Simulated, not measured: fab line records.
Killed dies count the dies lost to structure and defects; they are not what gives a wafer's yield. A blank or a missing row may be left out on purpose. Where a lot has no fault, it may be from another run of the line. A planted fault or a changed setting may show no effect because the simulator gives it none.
A lot that was struck, set against a sound lot    flow sky130    14 steps out of a route of 708
Sound: these wafers, L271.1, L271.4, L271.6. The struck wafers were L286.1, L286.5, L286.6. Last of all comes the cause.
For every step that has rows: the tool of each side, followed by ch and its chambers, followed by its first start. Under that, the readings that differ: sound wafers    struck wafers    difference of the means    sigmas: that difference in standard deviations of wafers without a fault.
alike: a reading whose means differ by less than 2 such deviations, as well as words and numbers matching on both sides. not compared: withheld readings; readings where some wafer has no value; bounds like >300 that might hide an equal value; numbers whose values overlap and for which the record gives no deviation.
Wherever a step has rows on one side only, a row that says differs or no value, or a row with sigmas, the two part there. Numbers that don't overlap but have no deviation are shown without sigmas and don't part them. A reading that every wafer of one side lacks parts them only if that side has two wafers or more.

first, 3 steps without rows for these wafers: SKY_VT_ADJUST_HVTP_EXPOSE_04 (exposes mask HVTPM, target cd 380 nm); SKY_VT_ADJUST_HVTP_PEB_05; SKY_VT_ADJUST_HVTP_DEVELOP_06 (develop time 60 s).
SKY_VT_ADJUST_HVTP_CD_MEAS_07: target cd 380 nm.
  sound on cd sem-02, day 7 05:46; struck on cd sem-02, day 11 00:16
  alike: cd nm
SKY_VT_ADJUST_HVTP_OVL_MEAS_08:
  sound on overlay-02, day 7 05:53; struck on overlay-02, day 11 00:23
  alike: VT_ADJUST_HVTP_OVL
after that, 1 step had no rows for these wafers: SKY_VT_ADJUST_HVTP_IMPLANT_09.
SKY_VT_ADJUST_HVTP_STRIP_10: strips in O2/N2.
  sound on plasma asher-01 ch 0,1, day 7 06:05; struck on plasma asher-03 ch 0,1, day 11 00:34
  alike: drypump motor current A, oes product au, strip time to endpoint s
  not compared: rf hours counter h
SKY_VT_ADJUST_HVTP_TW_MEAS_11:
  sound on film metro-01, day 7 06:11; struck on film metro-03, day 11 00:40
  alike: VT_ADJUST_HVTP_TW
then, 4 steps without rows for these wafers: SKY_VT_ADJUST_LVTN_DEHYDRATE_00 (time 60 s); SKY_VT_ADJUST_LVTN_HMDS_01 (prime time 60 s); SKY_VT_ADJUST_LVTN_COAT_02 (resist thk 3000 nm); SKY_VT_ADJUST_LVTN_SOFTBAKE_03.
SKY_VT_ADJUST_LVTN_EXPOSE_04: exposes mask NWM COMPLEMENT LESS NATIVE, target cd 840 nm.
  struck on iline stepper-01, day 11 12:28; sound on iline stepper-01 ch 0, day 7 15:55
  no value came back on the struck wafers for exposure dose mJ cm2, focus offset nm (nm), sigma outer; on the sound wafers exposure dose mJ cm2 reads 193.97 194.06 193.96
  alike: mask
after that, 1 step had no rows for these wafers: SKY_VT_ADJUST_LVTN_PEB_05.

## WHERE THEY PART
At SKY_VT_ADJUST_LVTN_EXPOSE_04 and nowhere else, as far as this record goes.

WHY: whatever the simulator had introduced
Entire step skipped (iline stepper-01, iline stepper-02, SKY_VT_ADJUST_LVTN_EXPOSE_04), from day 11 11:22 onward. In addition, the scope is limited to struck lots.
